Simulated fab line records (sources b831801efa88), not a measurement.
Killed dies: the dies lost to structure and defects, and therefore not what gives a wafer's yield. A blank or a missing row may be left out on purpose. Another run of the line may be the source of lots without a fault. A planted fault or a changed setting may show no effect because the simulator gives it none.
Which of the tools did it? ; flow sky130 ; 7 lots, 21 wafers sampled, at 2 steps of a route of 708

## WHAT THE GAUGES SHOWED, per wafer
SKY_LDD_LDN_TW_MEAS_13.
lot;measured;on;LDD_LDN_TW
L253;day 22 13:26;film metro-02;1477 1475 1482
L255;day 24 10:40;film metro-04;1481 1482 1484
L257;day 25 21:38;film metro-03;1486 1489 1487
L260;day 26 13:56;film metro-02;1477 1472 1483
L268;day 29 01:11;film metro-03;1487 1486 1485
L270;day 29 14:44;film metro-04;1489 1486 1478
L275;day 30 19:14;film metro-04;1473 1487 1485

## TOOL THAT RAN EACH LOT (tool first, then ch and the chambers of the sampled wafers, then the start)
lot;SKY_LDD_LDN_IMPLANT_11
L253;implanter-01 ch 0, day 22 13:12
L255;implanter-02 ch 0, day 24 10:28
L257;implanter-03 ch 0, day 25 21:23
L260;implanter-02 ch 0, day 26 13:41
L268;implanter-02 ch 0, day 29 00:56
L270;implanter-01 ch 0, day 29 14:30
L275;implanter-03 ch 0, day 30 18:59
- SKY_LDD_LDN_IMPLANT_11

## THE ANSWER, worked out from the rows above alone
Rule: what is usual is taken from the lots themselves. The widest of any qualifying gaps counts: lots, ordered by their means at a reading, are off when they make up no more than a third of the lots, leave a main group of 4 or more, and stand apart from it by 3 or more times the standard deviation of that group's means. The tables above print the reading to a certain number of digits; a main group whose means all agree to those digits is not used. A lot without any number at a reading at which 4 lots or more have one is off too. Where the step has rows for the other lots, those lots are counted as sound.
None of the lots is off at any reading shown; this tells nothing.

## WHAT THE SIMULATOR HAD PUT IN
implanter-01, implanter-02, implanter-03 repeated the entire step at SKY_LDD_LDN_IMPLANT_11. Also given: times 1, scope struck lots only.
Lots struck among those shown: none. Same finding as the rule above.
